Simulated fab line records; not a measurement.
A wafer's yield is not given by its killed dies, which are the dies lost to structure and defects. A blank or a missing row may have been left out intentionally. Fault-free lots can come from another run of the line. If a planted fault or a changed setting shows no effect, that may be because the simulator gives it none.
Problem report, 8D (eight disciplines) form, completed by code / flow sky130 / the parts of the form that need people (team, actions taken, sign-off) are left out

== 1. THE PROBLEM ==
Mean of beam energy keV at SKY_LDD_N_IMPLANT_13: 52.508 across 6 wafers in 2 lots; on wafers with no fault it is 50.000 (standard deviation 0.016). So: +99 or more standard deviations from the usual mean.
First seen on wafer L674.1, day 21 10:04, on implanter-02. Wafers with a number at this step in the record: 18, from 6 lots. The rule behind "out" and "out of limits": a value lying over 4 standard deviations away from the usual mean. The other wafers with a number count as sound.

== 2. WHAT THIS IS AND IS NOT ==
question=which readings at this step | is=beam energy keV | is not=beam on s
question=which lots | is=L674, L675 | is not=L666, L682, L685, L687
question=which wafers of those lots | is=all that have a number | is not=-
question=read on which tools | is=implanter-02 | is not=implanter-01
question=when | is=from day 21 10:04 | is not=up to then (3 sound wafers); but 9 sound wafers of L682, L685, L687 came after

== 3. THE SUSPECTS, EACH WITH WHAT RULES IT OUT ==
Counting: any tool at a process step up to the reading is kept as a suspect provided that every lot that is out went through it and no sound lot did after the first of them.
- implanter-02 at SKY_LDD_N_IMPLANT_13: ruled out as a lasting fault. Sound lots L685, L687 ran on it after its first lot that is out, L674 (day 21 10:04).
Left after counting: nothing in the record.

== 4. THE CAUSE (what the simulator had put in) ==
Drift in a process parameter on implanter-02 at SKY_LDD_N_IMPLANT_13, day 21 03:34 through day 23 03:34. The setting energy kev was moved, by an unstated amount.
Counting ruled it out, wrongly.

== 5. SEQUENCE OF EFFECTS, ordered by route ==
Rows list readings where the struck wafers' mean (over those with a number) sits beyond 3 standard deviations from the usual. Scope: only readings with a usual standard deviation given in the record; hours: median across lots of the time from each lot's start at the first step in this table that gives one to its start at this step; sigmas: change in usual standard deviations.
hours=0; step=SKY_LDD_N_IMPLANT_13; reading=beam energy keV; usual=50.000; on struck wafers=52.508; change=+2.508; sigmas=+99 or more
It contains these process steps:
- SKY_LDD_N_IMPLANT_13

== 6. WHAT WOULD HAVE CAUGHT IT SOONER ==
6 hours passed between the start of the fault at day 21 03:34 and the first reading out of limits in this record, taken at day 21 10:04.
